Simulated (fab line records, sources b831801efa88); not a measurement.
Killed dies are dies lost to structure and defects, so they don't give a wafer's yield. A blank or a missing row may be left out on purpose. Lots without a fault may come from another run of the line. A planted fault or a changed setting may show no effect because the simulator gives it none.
fab line records | flow sfq_line
record lots=7 wafers=21 last_day=96
route steps=325 shown M3@124 I3@133
lots that met no fault: from a run of the same line without faults
start_h: hours from the record's first day to the start of the lot's first wafer shown | wait_h: hours since the lot's step before | " the same as in the row above | L1.1+2: a row that stands for several wafers | - no value, or no start given | * or withheld: withheld | < > ~ a bound
route shown NAME@n: a module of which the file shows steps, and the number in the route of the first | usual: mean/standard deviation of fault-free wafers | same: alike in all rows | chamber/n: place in a boat | sites: the reading at each site | _std_site: their standard deviation | _edge_site: outer sites' mean less inner sites' | radius_mm: how far each site lies from the wafer's centre | mask NAME#n: copy n | behind: the tool/chamber that last shaped the wafer | hold: why the lot was held/for how many hours/how that ended | device: the transistor (n, p or np) that didn't switch | end of line: the same wafers' tests at the end of the route | a step without rows: its recipe alone | killed: dies lost to structure and defects at the first sort, not the wafer's yield | map: a wafer's dies, x killed, . not, _ none there
set.NAME: the setting as run; set.NAME@STEP: as run at that earlier step | model.NAME: the simulator's own value behind a step, which no gauge read
lots at some steps of the route; a table a step, a row a wafer
services: from which hour (start_h, from the record's first day; less than 0 if before it) a tool's chamber was out of use, for how many hours, and why
## steps
# step SFQ_TRILAYER_M3_LITHO_SOFTBAKE_079
# recipe temp_c=withheld time_s=withheld resist=KrF
# step SFQ_TRILAYER_M3_LITHO_EXPOSE_076
# recipe mask_id=M3 na=0.6 source_shape=conventional sigma_outer=0.65 target_cd_nm=500 dose_mj=14.4
# step SFQ_TRILAYER_M3_LITHO_PEB_078
# recipe peb_temp_c=115 peb_time_s=60 resist=KrF
# step SFQ_TRILAYER_M3_LITHO_DEVELOP_077
# recipe time_s=60 resist=KrF
# step SFQ_M3_OVL_MEAS_921
# usual M3_OVL=1/4.7
# columns lot.wafer tool chamber start_h wait_h M3_OVL[nm]
L252.2 overlay-02 - 1024.94 0.1 5
L252.3 " - " " 6
L252.4 " - " " 1
L255.3 overlay-02 - 1053.49 0.1 7
L255.4 " - " " 1
L255.6 " - " " 3
L258.1 overlay-02 - 1083.39 0.1 9
L258.2 " - " " 13
L258.5 " - " " 3
L262.1 overlay-01 - 1112.36 0.1 -5
L262.3 " - " " -1
L262.4 " - " " 3
L264.2 overlay-01 - 1130.23 0.1 -6
L264.3 " - " " -5
L264.5 " - " " 0
L268.3 overlay-02 - 1303.06 0.1 2
L268.5 " - " " -1
L268.6 " - " " -1
L275.1 overlay-01 - 1370.63 0.1 -5
L275.3 " - " " -9
L275.4 " - " " -5
# step SFQ_TRILAYER_M3_BARC_OPEN_METAL_ETCH_100
# recipe mask_material=PR chemistry=O2 target_depth_nm=125 target=BARC icp_w=600 bias_w=80 pressure_mtorr=10 time_s=41.7
# usual bias_w=79.99/0.24 drypump_motor_current_A=5.9/0.33 oes_product_au=0.685/0.0047
# columns lot.wafer tool chamber start_h wait_h bias_w drypump_motor_current_A oes_product_au rf_hours_counter_h
L252.2 rie_metal-04 1 1024.97 0.0 80.05 6.4 0.685 76
L252.3 " 0 " " 79.76 5.7 0.691 -
L252.4 " 1 " " 80.25 6.4 0.686 -
L255.3 rie_metal-04 0 1053.53 0.0 79.87 5.7 0.684 -
L255.4 " 1 " " 79.76 6.4 0.683 -
L255.6 " 1 " " 80.08 6.4 0.683 -
L258.1 rie_metal-02 1 1083.42 0.0 80.19 6.0 0.682 51
L258.2 " 0 " " 79.94 5.5 0.684 83
L258.5 " 0 " " 79.62 5.5 0.682 -
L262.1 rie_metal-01 1 1112.40 0.0 79.87 5.9 0.685 102
L262.3 " 1 " " 80.23 5.8 0.688 -
L262.4 " 0 " " 79.89 5.6 0.694 -
L264.2 rie_metal-04 0 1130.26 0.0 80.13 5.7 0.684 3
L264.3 " 0 " " 80.01 5.7 0.684 -
L264.5 " 1 " " 80.02 6.4 0.687 -
L268.3 rie_metal-02 1 1303.11 0.0 79.85 6.0 0.680 -
L268.5 " 1 " " 80.10 6.0 0.693 -
L268.6 " 0 " " 80.03 5.5 0.677 -
L275.1 rie_metal-01 0 1370.66 0.0 79.92 5.6 0.689 103
L275.3 " 1 " " 79.97 5.9 0.683 -
L275.4 " 0 " " 79.67 5.6 0.684 -
# step SFQ_TRILAYER_M3_ETCH_METAL_ETCH_078
# recipe target=Nb stop_on=SiO2 mask_material=PR chemistry=Cl2/Ar target_depth_nm=240 icp_w=600 bias_w=80 pressure_mtorr=10 time_s=120
# usual bias_w=80.00/0.23 drypump_motor_current_A=5.9/0.32 oes_product_au=0.894/0.007
# columns lot.wafer tool chamber start_h wait_h bias_w drypump_motor_current_A oes_product_au rf_hours_counter_h
L252.2 rie_metal-04 1 1025.03 0.0 80.09 6.4 0.891 76
L252.3 " 0 " " 79.83 5.7 0.896 -
L252.4 " 1 " " 79.91 6.5 0.902 -
L255.3 rie_metal-04 0 1053.61 0.1 80.23 5.7 0.891 -
L255.4 " 1 " " 80.10 6.4 0.889 -
L255.6 " 1 " " 80.41 6.4 0.904 -
L258.1 rie_metal-02 1 1083.48 0.0 79.98 6.0 0.890 51
L258.2 " 0 " " 79.72 5.5 0.900 83
L258.5 " 0 " " 79.80 5.5 0.902 -
L262.1 rie_metal-01 1 1112.46 0.0 79.81 5.9 0.890 102
L262.3 " 1 " " 80.10 5.9 0.900 -
L262.4 " 0 " " 79.57 5.6 0.893 -
L264.2 rie_metal-04 0 1130.32 0.0 80.11 5.7 0.879 3
L264.3 " 0 " " 80.33 5.7 0.882 -
L264.5 " 1 " " 80.04 6.3 0.888 -
L268.3 rie_metal-02 1 1303.19 0.1 79.97 6.0 0.895 -
L268.5 " 1 " " 80.08 6.0 0.894 -
L268.6 " 0 " " 80.11 5.5 0.881 -
L275.1 rie_metal-01 0 1370.72 0.0 80.16 5.6 0.900 103
L275.3 " 1 " " 80.06 5.9 0.891 -
L275.4 " 0 " " 79.98 5.6 0.898 -
# step SFQ_TRILAYER_M3_STRIP_STRIP_079
# recipe gas=O2 power_w=200 platen_temp_c=40 overash_fraction=0.65 chemistry=O2 pressure_mtorr=50
# usual drypump_motor_current_A=5.9/0.31 oes_product_au=0.996/0.0069 platen_temp_c=40.02/0.12
# columns lot.wafer tool chamber start_h wait_h drypump_motor_current_A oes_product_au platen_temp_c rf_hours_counter_h
L252.2 rie_metal-04 1 1025.16 0.1 6.4 0.999 39.94 76
L252.3 " 0 " " 5.7 0.990 39.96 -
L252.4 " 1 " " 6.3 0.995 39.94 -
L255.3 rie_metal-04 0 1053.90 0.2 5.7 0.993 40.16 -
L255.4 " 1 " " 6.4 1.001 39.94 -
L255.6 " 1 " " 6.4 0.993 39.98 -
L258.1 rie_metal-02 1 1083.61 0.1 6.0 0.989 40.20 51
L258.2 " 0 " " 5.5 0.994 40.06 83
L258.5 " 0 " " 5.5 0.998 39.98 -
L262.1 rie_metal-01 1 1112.58 0.1 5.9 0.999 40.02 102
L262.3 " 1 " " 5.8 0.998 40.06 -
L262.4 " 0 " " 5.7 1.011 39.95 -
L264.2 rie_metal-04 0 1130.45 0.1 5.7 0.995 40.05 3
L264.3 " 0 " " 5.7 0.999 40.05 -
L264.5 " 1 " " 6.4 0.996 39.92 -
L268.3 rie_metal-02 1 1303.47 0.2 6.0 0.982 40.00 -
L268.5 " 1 " " 6.0 0.994 40.09 -
L268.6 " 0 " " 5.5 1.001 39.94 -
L275.1 rie_metal-01 0 1370.85 0.1 5.6 1.008 40.17 103
L275.3 " 1 " " 5.9 0.996 40.32 -
L275.4 " 0 " " 5.6 1.006 39.92 -
# step SFQ_TRILAYER_M3_STRIP_SOLV_CLEAN_080
# recipe chemistry=NMP temp_c=70 time_s=600
# step SFQ_TRILAYER_I3_DEP_PECVD_081
# recipe material=SiO2 temp_c=150 time_s=111.11 pressure_torr=2.4 rf_w=183.3 precursor=SiH4/N2O target_thk_nm=500
# usual heater_power_w=84/14 throttle_valve_pct=24.1/0.93
# columns lot.wafer tool chamber start_h wait_h heater_power_w throttle_valve_pct
L252.2 pecvd-04 2 1025.93 0.0 98 25.0
L252.3 " 1 " " 129 23.3
L252.4 " 0 " " 68 24.9
L255.3 pecvd-01 0 1054.47 0.0 87 23.6
L255.4 " 2 " " 73 21.7
L255.6 " 1 " " 96 22.5
L258.1 pecvd-03 0 1084.38 0.0 66 24.0
L258.2 " 1 " " 82 24.6
L258.5 " 2 " " 88 23.6
L262.1 pecvd-01 2 1113.36 0.0 82 22.0
L262.3 " 0 " " 82 23.6
L262.4 " 0 " " 86 23.6
L264.2 pecvd-03 2 1131.22 0.0 90 23.9
L264.3 " 0 " " 66 24.4
L264.5 " 2 " " 92 23.8
L268.3 pecvd-03 0 1304.05 0.0 64 24.5
L268.5 " 2 " " 83 24.0
L268.6 " 1 " " 90 24.6
L275.1 pecvd-03 2 1371.64 0.0 93 24.1
L275.3 " 0 " " 66 24.3
L275.4 " 1 " " 77 24.7
# step SFQ_TRILAYER_I3_CMP_CMP_082
# recipe material=SiO2 down_force_psi=3 platen_rpm=60 pad_velocity_m_s=0.94248
# usual motor_current_A=10.3/0.97 slurry_filter_dp_kPa=13.49/0.14 time_to_endpoint_s=218/7.1
# columns lot.wafer tool chamber start_h wait_h motor_current_A slurry_filter_dp_kPa time_to_endpoint_s
L252.4 cmp-02 2 1027.31 1.3 11.4 13.51 219
L252.3 " 3 " " 9.2 13.80 210
L252.2 " 0 " " 9.1 13.52 219
L255.4 cmp-02 2 1058.83 4.3 11.2 13.51 218
L255.3 " 3 " " 9.6 13.57 213
L255.6 " 2 1060.83 6.3 11.3 13.87 211
L258.1 cmp-02 2 1088.83 4.4 11.5 13.75 212
L258.2 " 0 1089.83 5.4 8.7 13.44 224
L258.5 " 2 1090.83 6.4 11.5 13.46 216
L262.3 cmp-02 3 1115.72 2.3 9.4 13.43 219
L262.4 " 0 " " 8.6 13.46 218
L262.1 " 1 " " 12.0 13.34 209
L264.2 cmp-02 1 1133.06 1.8 11.5 13.41 208
L264.3 " 3 1134.06 2.8 9.4 13.53 214
L264.5 " 1 1135.06 3.8 11.6 13.43 213
L268.3 cmp-02 3 1304.73 0.6 8.6 13.27 219
L268.6 " 3 1306.73 2.6 9.3 13.66 215
L268.5 " 0 " " 8.7 13.56 223
L275.4 cmp-02 3 1372.48 0.8 9.2 13.25 228
L275.1 " 0 " " 8.9 13.60 220
L275.3 " 2 1373.98 2.3 11.5 13.52 219
# step SFQ_I3_BOW_MEAS_922
# recipe mode=bow
# usual I3_BOW=2/11
# columns lot.wafer tool chamber start_h wait_h I3_BOW[um]
L252.2 film_metro-02 - 1029.83 1.0 -2
L252.3 " - " " 8
L252.4 " - " " 19
L255.3 film_metro-03 - 1061.87 2.0 5
L255.4 " - " " 0
L255.6 " - " " 12
L258.1 film_metro-02 - 1091.83 2.5 -1
L258.2 " - " " 7
L258.5 " - " " 22
L262.1 film_metro-02 - 1118.22 1.0 13
L262.3 " - " " 33
L262.4 " - " " 8
L264.2 film_metro-02 - 1136.08 2.5 -5
L264.3 " - " " 4
L264.5 " - " " -11
L268.3 film_metro-01 - 1307.77 2.5 13
L268.5 " - " " 3
L268.6 " - " " -7
L275.1 film_metro-03 - 1375.48 2.0 6
L275.3 " - " " 15
L275.4 " - " " -8
# step SFQ_TRILAYER_I3_METRO_MEASURE_083
# usual thk_nm=198.4/1.1
# columns lot.wafer tool chamber start_h wait_h thk_nm
L252.2 film_metro-02 - 1030.13 0.3 199.9
L252.3 " - " " 198.7
L252.4 " - " " 198.4
L255.3 film_metro-03 - 1062.35 0.5 198.6
L255.4 " - " " 197.7
L255.6 " - " " 197.6
L258.1 film_metro-02 - 1091.95 0.1 202.8
L258.2 " - " " 203.4
L258.5 " - " " 203.4
L262.1 film_metro-02 - 1118.34 0.1 201.2
L262.3 " - " " 204.1
L262.4 " - " " 204.2
L264.2 film_metro-02 - 1136.38 0.3 202.7
L264.3 " - " " 203.0
L264.5 " - " " 202.4
L268.3 film_metro-01 - 1308.25 0.5 197.2
L268.5 " - " " 198.0
L268.6 " - " " 198.4
L275.1 film_metro-03 - 1375.60 0.1 198.1
L275.3 " - " " 197.0
L275.4 " - " " 197.7
# step SFQ_TRILAYER_I3_VIA_LITHO_COAT_090
# recipe resist=BARC spin_rpm=3000 resist_thk_nm=62
## services
# columns tool chamber start_h hours kind
cmp-02 - 1005.30 3.9 repair
rie_metal-01 - 1012.43 4.3 pm
pecvd-01 - 1034.09 0.6 repair
film_metro-02 - 1039.23 0.9 pm
film_metro-03 - 1046.32 1.4 pm
cmp-02 - 1072.80 0.6 repair
cmp-02 - 1074.82 1.1 repair
cmp-02 - 1091.83 3.9 pm
pecvd-03 - 1094.09 6.0 pm
rie_metal-01 1 1106.35 1.9 repair
film_metro-02 - 1166.96 1.0 pm
film_metro-02 - 1176.51 1.0 pm
pecvd-03 - 1203.47 2.8 pm
film_metro-02 - 1219.13 0.4 pm
cmp-02 - 1224.24 1.5 repair
rie_metal-01 - 1233.49 2.8 pm
rie_metal-04 1 1249.74 12.6 repair
cmp-02 - 1258.09 4.0 pm
film_metro-02 - 1284.23 0.5 pm
rie_metal-01 - 1285.56 14.6 repair
cmp-02 - 1309.86 1.5 repair
rie_metal-04 - 1315.15 28.1 pm
cmp-02 - 1316.89 6.2 pm
rie_metal-02 - 1361.70 2.8 pm
## key
first_sign step=SFQ_TRILAYER_I3_METRO_MEASURE_083 reading=thk_nm direction=up sigmas=4.4 usual=198.4 struck=203.0
effect none on later readings
met_at SFQ_TRILAYER_I3_METRO_MEASURE_083
struck_wafers L258.1,L258.2,L258.5,L262.1,L262.3,L262.4,L264.2,L264.3,L264.5
onset_between 1030.13 1091.95
fault kind=metrology_matching_offset tool=film_metro-02 chamber=- onset_h=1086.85 steps=SFQ_TRILAYER_I3_METRO_MEASURE_083 param=thk_nm offset=4.2325
